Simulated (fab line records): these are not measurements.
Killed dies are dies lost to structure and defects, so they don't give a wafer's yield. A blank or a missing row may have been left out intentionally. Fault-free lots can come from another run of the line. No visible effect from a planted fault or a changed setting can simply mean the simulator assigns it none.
Chamber matching || flow gf180mcu || 3 sister chambers for GF_V4_CVD_02 on pecvd-03
The step deposits SiO2 from TEOS, target thk 850 nm, time 94.851 s. 3 wafers are shown with their chamber, then 7 later ones without.

== EACH WAFER AND ITS CHAMBER ==
{"wafer": "L470.5", "chamber": 0, "heater-power-w (W)": 532}
{"wafer": "L482.1", "chamber": 2, "heater-power-w (W)": 607}
{"wafer": "L482.2", "chamber": 1, "heater-power-w (W)": 614}

== WAFERS WHOSE CHAMBER IS MISSING ==
{"wafer": "L482.5", "heater-power-w (W)": 657}
{"wafer": "L487.3", "heater-power-w (W)": 682}
{"wafer": "L487.4", "heater-power-w (W)": 637}
{"wafer": "L487.5", "heater-power-w (W)": 713}
{"wafer": "L488.1", "heater-power-w (W)": 539}
{"wafer": "L488.4", "heater-power-w (W)": 671}
{"wafer": "L488.5", "heater-power-w (W)": 583}

== THE CHAMBER EACH PASSED THROUGH ==
{"wafer": "L482.5", "from the rows above": "can't be placed: 1 or 2 or 0", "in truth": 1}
{"wafer": "L487.3", "from the rows above": "can't be placed: 1 or 2 or 0", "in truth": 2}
{"wafer": "L487.4", "from the rows above": "can't be placed: 1 or 2 or 0", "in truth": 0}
{"wafer": "L487.5", "from the rows above": "can't be placed: 1 or 2 or 0", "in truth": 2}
{"wafer": "L488.1", "from the rows above": "can't be placed: 0 or 2 or 1", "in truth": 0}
{"wafer": "L488.4", "from the rows above": "can't be placed: 1 or 2 or 0", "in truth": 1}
{"wafer": "L488.5", "from the rows above": "can't be placed: 2 or 1 or 0", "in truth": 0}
0 of 7 placed correctly. Cannot be placed on the basis of these rows: 7; the candidates contain the true chamber in 7. 0 placed wrongly.
How it was worked out, from the rows above alone: a wafer's distance from a chamber is the root of the sum, over the readings, of the square of ((its reading less the chamber's mean) divided by the reading's scatter). The wafer belongs to the nearest chamber; if the next one is less than 2 further off, it can't be placed. A chamber's mean is the mean of its shown wafers. The scatter: root of mean squared gap, hidden wafer to nearest shown wafer, with one shown wafer a chamber.
